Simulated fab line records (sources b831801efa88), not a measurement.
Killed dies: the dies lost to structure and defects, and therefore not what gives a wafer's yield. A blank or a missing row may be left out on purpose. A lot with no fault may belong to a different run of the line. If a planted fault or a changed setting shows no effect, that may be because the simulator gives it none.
fab line records | flow sky130
record: lots: 24 | wafers: 72 | lastDay: 52
route steps=708 shown FIELD_ISO@3 NWELL@76 SONOS_TUNNEL@166 POLY_GATE@236 SPACER@305 POLY_CUT@316
lots that met no fault: from a run of the same line without faults
startH: hours from the record's opening day to when the first of the lot's shown wafers began | waitH: hours elapsed since this lot's preceding step | " as in the row above | L1.1+2: one row covering several wafers at once | - value missing, or start not given | * or withheld: withheld | < > ~ a bound
route shown NAME@n: a module of which the file shows steps, and the number in the route of the first | usual: mean and standard deviation over wafers with no fault | same: alike in all rows | chamber/n: place in a boat | sites: readings site by site | _std_site: standard deviation of those values | _edge_site: inner sites' mean taken away from outer sites' mean | radiusMm: how far each site lies from the wafer's centre | mask NAME#n: copy n | behind: tool/chamber where the wafer was last shaped | hold: why the lot went on hold/how many hours it stayed there/how the hold came to an end | device: transistor that didn't switch, given as n, p or np | end of line: at the end of the route, the tests of the same wafers | where a step has no rows: the recipe by itself | killed: dies lost to structure and defects at the first sort, not the wafer's yield | map: the dies of a wafer, with x for killed, . for not killed, _ for no die there
set.NAME: the setting the step ran with; set.NAME@STEP: the setting that earlier step ran with | model.NAME: the simulator's own value behind a step, which no gauge read
a sample of lots followed through the steps of the route, with each step as a table and each wafer as a row
== steps ==
step: SKY_FIELD_ISO_THK_MEAS_02
recipe: reads: SiO2_of_FIELD_ISO_OXIDATION_01
usual: FIELD_ISO_OXIDATION_00_THK: 11.91/0.23
lot.wafer | tool         | chamber | startH | waitH | FIELD_ISO_OXIDATION_00_THK[nm]
L074.1    | filmMetro-04 | -       | 12.49  | 0.0   | 11.73
L074.3    | "            | -       | "      | "     | 11.95
L074.5    | "            | -       | "      | "     | 11.85
L075.1    | filmMetro-01 | -       | 17.37  | 0.0   | 11.81
L075.4    | "            | -       | "      | "     | 11.58
L075.5    | "            | -       | "      | "     | 11.69
L076.2    | filmMetro-04 | -       | 22.11  | 0.0   | 11.73
L076.4    | "            | -       | "      | "     | 11.84
L076.5    | "            | -       | "      | "     | 11.86
L077.2    | filmMetro-01 | -       | 26.87  | 0.0   | 11.70
L077.3    | "            | -       | "      | "     | 11.71
L077.6    | "            | -       | "      | "     | 11.70
L078.2    | filmMetro-01 | -       | 32.29  | 0.0   | 11.52
L078.4    | "            | -       | "      | "     | 11.53
L078.6    | "            | -       | "      | "     | 11.58
L079.1    | filmMetro-01 | -       | 36.63  | 0.0   | 11.86
L079.2    | "            | -       | "      | "     | 11.58
L079.3    | "            | -       | "      | "     | 11.85
L080.1    | filmMetro-04 | -       | 41.63  | 0.0   | 11.92
L080.2    | "            | -       | "      | "     | 12.02
L080.4    | "            | -       | "      | "     | 12.09
L081.2    | filmMetro-01 | -       | 46.64  | 0.0   | 12.14
L081.4    | "            | -       | "      | "     | 12.25
L081.6    | "            | -       | "      | "     | 12.51
L082.1    | filmMetro-04 | -       | 53.09  | 0.0   | 11.88
L082.4    | "            | -       | "      | "     | 12.17
L082.5    | "            | -       | "      | "     | 12.04
L083.2    | filmMetro-01 | -       | 57.71  | 0.0   | 11.80
L083.4    | "            | -       | "      | "     | 11.98
L083.6    | "            | -       | "      | "     | 11.99
L084.1    | filmMetro-02 | -       | 62.06  | 0.0   | 11.89
L084.3    | "            | -       | "      | "     | 11.98
L084.5    | "            | -       | "      | "     | 11.91
L085.2    | filmMetro-01 | -       | 68.56  | 0.0   | 11.69
L085.3    | "            | -       | "      | "     | 11.75
L085.6    | "            | -       | "      | "     | 11.77
L086.2    | filmMetro-04 | -       | 71.97  | 0.0   | 11.94
L086.4    | "            | -       | "      | "     | 12.04
L086.6    | "            | -       | "      | "     | 11.88
L087.3    | filmMetro-02 | -       | 76.65  | 0.0   | 11.74
L087.5    | "            | -       | "      | "     | 11.98
L087.6    | "            | -       | "      | "     | 11.89
L088.2    | filmMetro-04 | -       | 82.77  | 0.0   | 12.33
L088.4    | "            | -       | "      | "     | 12.38
L088.5    | "            | -       | "      | "     | 12.47
L089.3    | filmMetro-02 | -       | 87.32  | 0.0   | 12.19
L089.4    | "            | -       | "      | "     | 11.98
L089.5    | "            | -       | "      | "     | 11.92
L090.1    | filmMetro-01 | -       | 92.24  | 0.0   | 12.02
L090.3    | "            | -       | "      | "     | 12.03
L090.4    | "            | -       | "      | "     | 12.07
L091.3    | filmMetro-01 | -       | 96.65  | 0.0   | 11.67
L091.4    | "            | -       | "      | "     | 11.90
L091.5    | "            | -       | "      | "     | 11.83
L092.1    | filmMetro-01 | -       | 103.46 | 0.0   | 11.64
L092.2    | "            | -       | "      | "     | 11.85
L092.4    | "            | -       | "      | "     | 11.82
L093.1    | filmMetro-02 | -       | 106.63 | 0.0   | 11.73
L093.3    | "            | -       | "      | "     | 11.65
L093.5    | "            | -       | "      | "     | 11.82
L094.1    | filmMetro-04 | -       | 111.63 | 0.0   | 11.89
L094.3    | "            | -       | "      | "     | 11.87
L094.5    | "            | -       | "      | "     | 11.81
L095.4    | filmMetro-02 | -       | 116.66 | 0.0   | 12.46
L095.5    | "            | -       | "      | "     | 12.31
L095.6    | "            | -       | "      | "     | 12.40
L096.1    | filmMetro-01 | -       | 121.63 | 0.0   | 11.91
L096.2    | "            | -       | "      | "     | 11.89
L096.4    | "            | -       | "      | "     | 11.71
L097.1    | filmMetro-04 | -       | 126.63 | 0.0   | 11.65
L097.3    | "            | -       | "      | "     | 11.66
L097.4    | "            | -       | "      | "     | 11.82
step: SKY_NWELL_OVL_MEAS_23
usual: NWELL_01_OVL: -0.4/1.4
lot.wafer | tool       | chamber | startH | waitH | NWELL_01_OVL[nm]
L074.1    | overlay-01 | -       | 105.78 | -     | -0.9
L074.3    | "          | -       | "      | "     | -0.1
L074.5    | "          | -       | "      | "     | -2.7
L075.1    | overlay-01 | -       | 111.37 | -     | 0.0
L075.4    | "          | -       | "      | "     | 0.5
L075.5    | "          | -       | "      | "     | 0.0
L076.2    | overlay-02 | -       | 117.63 | -     | 0.0
L076.4    | "          | -       | "      | "     | -0.2
L076.5    | "          | -       | "      | "     | -2.2
L077.2    | overlay-01 | -       | 120.72 | -     | -4.0
L077.3    | "          | -       | "      | "     | -3.4
L077.6    | "          | -       | "      | "     | -1.9
L078.2    | overlay-02 | -       | 123.00 | -     | 2.1
L078.4    | "          | -       | "      | "     | 1.5
L078.6    | "          | -       | "      | "     | 1.0
L079.1    | overlay-01 | -       | 125.19 | -     | -3.8
L079.2    | "          | -       | "      | "     | -3.5
L079.3    | "          | -       | "      | "     | -1.2
L080.1    | overlay-01 | -       | 126.12 | -     | -2.5
L080.2    | "          | -       | "      | "     | -1.1
L080.4    | "          | -       | "      | "     | -1.6
L081.2    | overlay-01 | -       | 128.92 | -     | 0.9
L081.4    | "          | -       | "      | "     | -0.5
L081.6    | "          | -       | "      | "     | 0.6
L082.1    | overlay-01 | -       | 130.39 | -     | -2.2
L082.4    | "          | -       | "      | "     | -2.0
L082.5    | "          | -       | "      | "     | -1.0
L083.2    | overlay-02 | -       | 132.18 | -     | -1.0
L083.4    | "          | -       | "      | "     | -1.7
L083.6    | "          | -       | "      | "     | 0.3
L084.1    | overlay-02 | -       | 132.92 | -     | -0.7
L084.3    | "          | -       | "      | "     | -0.7
L084.5    | "          | -       | "      | "     | -1.6
L085.2    | overlay-01 | -       | 133.70 | -     | -2.0
L085.3    | "          | -       | "      | "     | -1.0
L085.6    | "          | -       | "      | "     | -2.0
L086.2    | overlay-02 | -       | 134.40 | -     | 1.9
L086.4    | "          | -       | "      | "     | 1.8
L086.6    | "          | -       | "      | "     | 0.0
L087.3    | overlay-01 | -       | 135.14 | -     | -1.7
L087.5    | "          | -       | "      | "     | -1.2
L087.6    | "          | -       | "      | "     | -1.4
L088.2    | overlay-01 | -       | 253.30 | -     | 1.3
L088.4    | "          | -       | "      | "     | -1.7
L088.5    | "          | -       | "      | "     | -1.8
L089.3    | overlay-01 | -       | 261.66 | -     | 1.6
L089.4    | "          | -       | "      | "     | 0.7
L089.5    | "          | -       | "      | "     | 1.1
L093.1    | overlay-02 | -       | 265.35 | -     | 0.9
L093.3    | "          | -       | "      | "     | 1.5
L093.5    | "          | -       | "      | "     | 2.0
L091.3    | overlay-02 | -       | 265.83 | -     | -0.5
L091.4    | "          | -       | "      | "     | 0.9
L091.5    | "          | -       | "      | "     | 0.1
L092.1    | overlay-01 | -       | 267.45 | -     | -0.2
L092.2    | "          | -       | "      | "     | -1.0
L092.4    | "          | -       | "      | "     | -0.6
L094.1    | overlay-02 | -       | 267.65 | -     | -0.4
L094.3    | "          | -       | "      | "     | 0.9
L094.5    | "          | -       | "      | "     | -1.2
L090.1    | overlay-02 | -       | 268.60 | -     | -2.0
L090.3    | "          | -       | "      | "     | -1.3
L090.4    | "          | -       | "      | "     | 1.8
L095.4    | overlay-01 | -       | 268.64 | -     | 1.7
L095.5    | "          | -       | "      | "     | 0.5
L095.6    | "          | -       | "      | "     | -0.1
L097.1    | overlay-01 | -       | 271.25 | -     | 0.0
L097.3    | "          | -       | "      | "     | 0.6
L097.4    | "          | -       | "      | "     | 0.1
L096.1    | overlay-01 | -       | 272.50 | -     | 1.2
L096.2    | "          | -       | "      | "     | -0.5
L096.4    | "          | -       | "      | "     | -0.6
step: SKY_SONOS_TUNNEL_TW_MEAS_12
usual: SONOS_TUNNEL_TW: 195.1/1.3
lot.wafer | tool         | chamber | startH | waitH | SONOS_TUNNEL_TW
L074.1    | filmMetro-01 | -       | 277.26 | 0.0   | 195.5
L074.3    | "            | -       | "      | "     | 194.5
L074.5    | "            | -       | "      | "     | 194.5
L075.1    | filmMetro-01 | -       | 281.77 | 0.0   | 194.0
L075.4    | "            | -       | "      | "     | 193.9
L075.5    | "            | -       | "      | "     | 195.2
L076.2    | filmMetro-01 | -       | 288.62 | 0.0   | 194.0
L076.4    | "            | -       | "      | "     | 193.9
L076.5    | "            | -       | "      | "     | 194.0
L077.2    | filmMetro-04 | -       | 293.03 | 0.0   | 196.7
L077.3    | "            | -       | "      | "     | 196.8
L077.6    | "            | -       | "      | "     | 196.9
L078.2    | filmMetro-03 | -       | 295.47 | 0.0   | 195.5
L078.4    | "            | -       | "      | "     | 194.7
L078.6    | "            | -       | "      | "     | 194.6
L079.1    | filmMetro-01 | -       | 297.39 | 0.0   | 193.6
L079.2    | "            | -       | "      | "     | 194.5
L079.3    | "            | -       | "      | "     | 193.1
L080.1    | filmMetro-04 | -       | 297.51 | 0.0   | 196.7
L080.2    | "            | -       | "      | "     | 197.8
L080.4    | "            | -       | "      | "     | 198.0
L081.2    | filmMetro-01 | -       | 298.17 | 0.0   | 193.8
L081.4    | "            | -       | "      | "     | 194.1
L081.6    | "            | -       | "      | "     | 194.1
L082.1    | filmMetro-04 | -       | 300.50 | 0.0   | 196.3
L082.4    | "            | -       | "      | "     | 197.5
L082.5    | "            | -       | "      | "     | 198.1
L083.2    | filmMetro-03 | -       | 301.05 | 0.0   | 193.7
L083.4    | "            | -       | "      | "     | 195.6
L083.6    | "            | -       | "      | "     | 194.1
L084.1    | filmMetro-01 | -       | 301.26 | 0.0   | 193.6
L084.3    | "            | -       | "      | "     | 194.3
L084.5    | "            | -       | "      | "     | 193.4
L085.2    | filmMetro-04 | -       | 302.54 | 0.0   | 198.6
L085.3    | "            | -       | "      | "     | 196.8
L085.6    | "            | -       | "      | "     | 196.9
L086.2    | filmMetro-01 | -       | 303.32 | 0.0   | 192.9
L086.4    | "            | -       | "      | "     | 194.0
L086.6    | "            | -       | "      | "     | 194.2
L087.3    | filmMetro-03 | -       | 304.68 | 0.0   | 194.3
L087.5    | "            | -       | "      | "     | 194.9
L087.6    | "            | -       | "      | "     | 195.1
L088.2    | filmMetro-03 | -       | 450.05 | 0.0   | 196.0
L088.4    | "            | -       | "      | "     | 196.4
L088.5    | "            | -       | "      | "     | 195.8
L089.3    | filmMetro-04 | -       | 461.60 | 0.0   | 195.9
L089.4    | "            | -       | "      | "     | 196.0
L089.5    | "            | -       | "      | "     | 196.6
L093.1    | filmMetro-03 | -       | 465.68 | 0.0   | 195.4
L093.3    | "            | -       | "      | "     | 194.7
L093.5    | "            | -       | "      | "     | 195.3
L091.3    | filmMetro-03 | -       | 466.47 | 0.0   | 194.8
L091.4    | "            | -       | "      | "     | 194.7
L091.5    | "            | -       | "      | "     | 195.3
L092.1    | filmMetro-04 | -       | 466.61 | 0.0   | 196.3
L092.2    | "            | -       | "      | "     | 195.1
L092.4    | "            | -       | "      | "     | 196.0
L094.1    | filmMetro-01 | -       | 467.32 | 0.0   | 195.0
L094.3    | "            | -       | "      | "     | 193.4
L094.5    | "            | -       | "      | "     | 192.8
L090.1    | filmMetro-03 | -       | 469.27 | 0.0   | 195.4
L090.3    | "            | -       | "      | "     | 195.0
L090.4    | "            | -       | "      | "     | 195.3
L095.4    | filmMetro-01 | -       | 470.70 | 0.0   | 193.2
L095.5    | "            | -       | "      | "     | 193.5
L095.6    | "            | -       | "      | "     | 192.7
L097.1    | filmMetro-03 | -       | 471.60 | 0.0   | 195.2
L097.3    | "            | -       | "      | "     | 195.0
L097.4    | "            | -       | "      | "     | 195.8
L096.1    | filmMetro-03 | -       | 474.39 | 0.0   | 195.0
L096.2    | "            | -       | "      | "     | 193.9
L096.4    | "            | -       | "      | "     | 195.3
step: SKY_POLY_GATE_CD_MEAS_22
usual: cdNm: 149.3/2.8
lot.wafer | tool     | chamber | startH | waitH | cdNm
L074.1    | cdSem-02 | -       | 404.00 | 0.1   | 148.0
L074.3    | "        | -       | "      | "     | 147.6
L074.5    | "        | -       | "      | "     | 146.5
L075.1    | cdSem-01 | -       | 410.65 | 0.1   | 148.1
L075.4    | "        | -       | "      | "     | 152.8
L075.5    | "        | -       | "      | "     | 150.0
L076.2    | cdSem-01 | -       | 416.44 | 0.2   | 147.2
L076.4    | "        | -       | "      | "     | 147.3
L076.5    | "        | -       | "      | "     | 150.1
L077.2    | cdSem-02 | -       | 425.88 | 0.1   | 154.3
L077.3    | "        | -       | "      | "     | 152.8
L077.6    | "        | -       | "      | "     | 154.0
L078.2    | cdSem-01 | -       | 428.85 | 0.1   | 148.7
L078.4    | "        | -       | "      | "     | 149.0
L078.6    | "        | -       | "      | "     | 147.7
L079.1    | cdSem-01 | -       | 433.04 | 0.2   | 151.4
L079.2    | "        | -       | "      | "     | 146.3
L079.3    | "        | -       | "      | "     | 155.9
L080.1    | cdSem-01 | -       | 433.60 | 0.1   | 146.2
L080.2    | "        | -       | "      | "     | 151.1
L080.4    | "        | -       | "      | "     | 148.6
L082.1    | cdSem-01 | -       | 436.37 | 0.1   | 147.7
L082.4    | "        | -       | "      | "     | 142.5
L082.5    | "        | -       | "      | "     | 151.1
L081.2    | cdSem-02 | -       | 436.37 | 0.1   | 151.7
L081.4    | "        | -       | "      | "     | 146.2
L081.6    | "        | -       | "      | "     | 148.7
L083.2    | cdSem-02 | -       | 436.54 | 0.2   | 155.1
L083.4    | "        | -       | "      | "     | 148.9
L083.6    | "        | -       | "      | "     | 149.2
L084.1    | cdSem-01 | -       | 437.14 | 0.1   | 152.7
L084.3    | "        | -       | "      | "     | 149.0
L084.5    | "        | -       | "      | "     | 146.1
L087.3    | cdSem-02 | -       | 440.05 | 0.1   | 148.6
L087.5    | "        | -       | "      | "     | 150.3
L087.6    | "        | -       | "      | "     | 148.3
L085.2    | cdSem-01 | -       | 441.28 | 0.1   | 153.8
L085.3    | "        | -       | "      | "     | 151.3
L085.6    | "        | -       | "      | "     | 150.4
L086.2    | cdSem-02 | -       | 441.28 | 0.1   | 146.3
L086.4    | "        | -       | "      | "     | 146.4
L086.6    | "        | -       | "      | "     | 147.9
L088.2    | cdSem-02 | -       | 584.32 | 0.1   | 147.5
L088.4    | "        | -       | "      | "     | 150.3
L088.5    | "        | -       | "      | "     | 149.3
L089.3    | cdSem-02 | -       | 598.44 | 0.1   | 150.1
L089.4    | "        | -       | "      | "     | 152.1
L089.5    | "        | -       | "      | "     | 149.9
L093.1    | cdSem-01 | -       | 600.41 | 0.1   | 146.5
L093.3    | "        | -       | "      | "     | 152.5
L093.5    | "        | -       | "      | "     | 147.3
L091.3    | cdSem-02 | -       | 601.98 | 0.1   | 152.5
L091.4    | "        | -       | "      | "     | 150.7
L091.5    | "        | -       | "      | "     | 146.6
L092.1    | cdSem-01 | -       | 604.57 | 0.1   | 150.2
L092.2    | "        | -       | "      | "     | 141.0
L092.4    | "        | -       | "      | "     | 146.8
L094.1    | cdSem-02 | -       | 604.93 | 0.1   | 149.2
L094.3    | "        | -       | "      | "     | 150.5
L094.5    | "        | -       | "      | "     | 153.6
L090.1    | cdSem-01 | -       | 606.66 | 0.1   | 145.5
L090.3    | "        | -       | "      | "     | 144.8
L090.4    | "        | -       | "      | "     | 148.3
L095.4    | cdSem-02 | -       | 611.29 | 0.1   | 148.7
L095.5    | "        | -       | "      | "     | 151.0
L095.6    | "        | -       | "      | "     | 153.3
L097.1    | cdSem-02 | -       | 611.83 | 0.1   | 149.9
L097.3    | "        | -       | "      | "     | 149.2
L097.4    | "        | -       | "      | "     | 145.5
L096.1    | cdSem-01 | -       | 613.70 | 0.1   | 151.1
L096.2    | "        | -       | "      | "     | 149.9
L096.4    | "        | -       | "      | "     | 153.7
step: SKY_SPACER_THK_MEAS_01
recipe: reads: Si3N4_of_SPACER_CVD_00
usual: SPACER_CVD_00_THK: 43.0/0.43
lot.wafer | tool         | chamber | startH | waitH | SPACER_CVD_00_THK[nm]
L074.1    | filmMetro-02 | -       | 562.87 | 0.0   | 42.3
L074.3    | "            | -       | "      | "     | 42.3
L074.5    | "            | -       | "      | "     | 42.6
L075.1    | filmMetro-01 | -       | 571.25 | 0.0   | 43.0
L075.4    | "            | -       | "      | "     | 42.5
L075.5    | "            | -       | "      | "     | 43.2
L076.2    | filmMetro-01 | -       | 576.21 | 0.0   | 41.6
L076.4    | "            | -       | "      | "     | 41.8
L076.5    | "            | -       | "      | "     | 41.7
L077.2    | filmMetro-01 | -       | 585.17 | 0.0   | 43.1
L077.3    | "            | -       | "      | "     | 43.0
L077.6    | "            | -       | "      | "     | 43.1
L078.2    | filmMetro-01 | -       | 587.73 | 0.0   | 43.6
L078.4    | "            | -       | "      | "     | 43.5
L078.6    | "            | -       | "      | "     | 43.9
L079.1    | filmMetro-03 | -       | 590.97 | 0.0   | 43.5
L079.2    | "            | -       | "      | "     | 43.5
L079.3    | "            | -       | "      | "     | 43.3
L080.1    | filmMetro-03 | -       | 592.18 | 0.0   | 43.0
L080.2    | "            | -       | "      | "     | 43.1
L080.4    | "            | -       | "      | "     | 43.0
L082.1    | filmMetro-03 | -       | 593.38 | 0.0   | 43.5
L082.4    | "            | -       | "      | "     | 43.3
L082.5    | "            | -       | "      | "     | 43.1
L081.2    | filmMetro-02 | -       | 593.39 | 0.0   | 43.2
L081.4    | "            | -       | "      | "     | 43.3
L081.6    | "            | -       | "      | "     | 43.4
L083.2    | filmMetro-01 | -       | 593.39 | 0.0   | 43.4
L083.4    | "            | -       | "      | "     | 43.3
L083.6    | "            | -       | "      | "     | 43.2
L084.1    | filmMetro-02 | -       | 594.59 | 0.0   | 42.4
L084.3    | "            | -       | "      | "     | 42.2
L084.5    | "            | -       | "      | "     | 42.3
L087.3    | filmMetro-03 | -       | 596.97 | 0.0   | 43.2
L087.5    | "            | -       | "      | "     | 43.1
L087.6    | "            | -       | "      | "     | 43.2
L085.2    | filmMetro-03 | -       | 600.35 | 0.0   | 43.2
L085.3    | "            | -       | "      | "     | 43.2
L085.6    | "            | -       | "      | "     | 43.6
L086.2    | filmMetro-02 | -       | 600.35 | 0.0   | 42.9
L086.4    | "            | -       | "      | "     | 42.7
L086.6    | "            | -       | "      | "     | 42.7
L088.2    | filmMetro-02 | -       | 734.59 | 0.0   | 42.7
L088.4    | "            | -       | "      | "     | 42.8
L088.5    | "            | -       | "      | "     | 42.8
L089.3    | filmMetro-02 | -       | 747.14 | 0.0   | 43.0
L089.4    | "            | -       | "      | "     | 42.5
L089.5    | "            | -       | "      | "     | 42.6
L093.1    | filmMetro-03 | -       | 749.68 | 0.0   | 43.4
L093.3    | "            | -       | "      | "     | 43.3
L093.5    | "            | -       | "      | "     | 43.3
L092.1    | filmMetro-02 | -       | 750.89 | 0.0   | 43.0
L092.2    | "            | -       | "      | "     | 42.4
L092.4    | "            | -       | "      | "     | 42.8
L091.3    | filmMetro-01 | -       | 750.91 | 0.0   | 43.8
L091.4    | "            | -       | "      | "     | 43.6
L091.5    | "            | -       | "      | "     | 43.3
L094.1    | filmMetro-02 | -       | 753.14 | 0.0   | 42.8
L094.3    | "            | -       | "      | "     | 42.5
L094.5    | "            | -       | "      | "     | 42.7
L090.1    | filmMetro-01 | -       | 756.76 | 0.0   | 42.7
L090.3    | "            | -       | "      | "     | 42.8
L090.4    | "            | -       | "      | "     | 42.8
L097.1    | filmMetro-01 | -       | 757.96 | 0.0   | 43.0
L097.3    | "            | -       | "      | "     | 42.7
L097.4    | "            | -       | "      | "     | 42.8
L095.4    | filmMetro-03 | -       | 757.99 | 0.0   | 43.3
L095.5    | "            | -       | "      | "     | 43.0
L095.6    | "            | -       | "      | "     | 42.4
L096.1    | filmMetro-01 | -       | 761.58 | 0.0   | 42.8
L096.2    | "            | -       | "      | "     | 42.3
L096.4    | "            | -       | "      | "     | 42.7
step: SKY_POLY_CUT_OVL_MEAS_09
usual: POLY_CUT_OVL: -2/6.3
lot.wafer | tool       | chamber | startH | waitH | POLY_CUT_OVL[nm]
L074.1    | overlay-01 | -       | 593.79 | 0.1   | 2
L074.3    | "          | -       | "      | "     | 1
L074.5    | "          | -       | "      | "     | 2
L075.1    | overlay-02 | -       | 601.84 | 0.1   | -13
L075.4    | "          | -       | "      | "     | -6
L075.5    | "          | -       | "      | "     | -8
L076.2    | overlay-02 | -       | 606.67 | 0.1   | -4
L076.4    | "          | -       | "      | "     | -16
L076.5    | "          | -       | "      | "     | 0
L077.2    | overlay-02 | -       | 615.58 | 0.1   | 2
L077.3    | "          | -       | "      | "     | -1
L077.6    | "          | -       | "      | "     | 2
L078.2    | overlay-02 | -       | 618.87 | 0.1   | -1
L078.4    | "          | -       | "      | "     | -9
L078.6    | "          | -       | "      | "     | -5
L079.1    | overlay-01 | -       | 622.11 | 0.1   | -3
L079.2    | "          | -       | "      | "     | -8
L079.3    | "          | -       | "      | "     | 2
L080.1    | overlay-01 | -       | 622.64 | 0.1   | -4
L080.2    | "          | -       | "      | "     | -6
L080.4    | "          | -       | "      | "     | -8
L083.2    | overlay-02 | -       | 623.82 | 0.1   | 3
L083.4    | "          | -       | "      | "     | 3
L083.6    | "          | -       | "      | "     | 3
L082.1    | overlay-01 | -       | 623.94 | 0.1   | 4
L082.4    | "          | -       | "      | "     | -6
L082.5    | "          | -       | "      | "     | 0
L081.2    | overlay-01 | -       | 624.29 | 0.1   | -4
L081.4    | "          | -       | "      | "     | -5
L081.6    | "          | -       | "      | "     | -7
L084.1    | overlay-02 | -       | 625.11 | 0.1   | -8
L084.3    | "          | -       | "      | "     | 0
L084.5    | "          | -       | "      | "     | -7
L087.3    | overlay-02 | -       | 627.23 | 0.1   | -17
L087.5    | "          | -       | "      | "     | -10
L087.6    | "          | -       | "      | "     | -2
L085.2    | overlay-02 | -       | 630.74 | 0.1   | -9
L085.3    | "          | -       | "      | "     | -5
L085.6    | "          | -       | "      | "     | -16
L086.2    | overlay-01 | -       | 631.09 | 0.1   | 1
L086.4    | "          | -       | "      | "     | 10
L086.6    | "          | -       | "      | "     | 9
L088.2    | overlay-01 | -       | 762.04 | 0.1   | -1
L088.4    | "          | -       | "      | "     | 10
L088.5    | "          | -       | "      | "     | -9
L089.3    | overlay-02 | -       | 776.33 | 0.1   | 7
L089.4    | "          | -       | "      | "     | -5
L089.5    | "          | -       | "      | "     | 3
L093.1    | overlay-02 | -       | 777.61 | 0.1   | 8
L093.3    | "          | -       | "      | "     | 5
L093.5    | "          | -       | "      | "     | 1
L092.1    | overlay-01 | -       | 779.09 | 0.1   | -12
L092.2    | "          | -       | "      | "     | -12
L092.4    | "          | -       | "      | "     | -5
L091.3    | overlay-02 | -       | 779.45 | 0.1   | 5
L091.4    | "          | -       | "      | "     | -3
L091.5    | "          | -       | "      | "     | 4
L094.1    | overlay-01 | -       | 781.56 | 0.1   | 5
L094.3    | "          | -       | "      | "     | 11
L094.5    | "          | -       | "      | "     | 3
L090.1    | overlay-01 | -       | 784.99 | 0.1   | -10
L090.3    | "          | -       | "      | "     | -7
L090.4    | "          | -       | "      | "     | -5
L095.4    | overlay-02 | -       | 785.73 | 0.1   | -4
L095.5    | "          | -       | "      | "     | -3
L095.6    | "          | -       | "      | "     | -6
L097.1    | overlay-01 | -       | 786.26 | 0.1   | -7
L097.3    | "          | -       | "      | "     | -7
L097.4    | "          | -       | "      | "     | -6
L096.1    | overlay-02 | -       | 789.76 | 0.1   | 2
L096.2    | "          | -       | "      | "     | -15
L096.4    | "          | -       | "      | "     | -9
== key ==
fault none
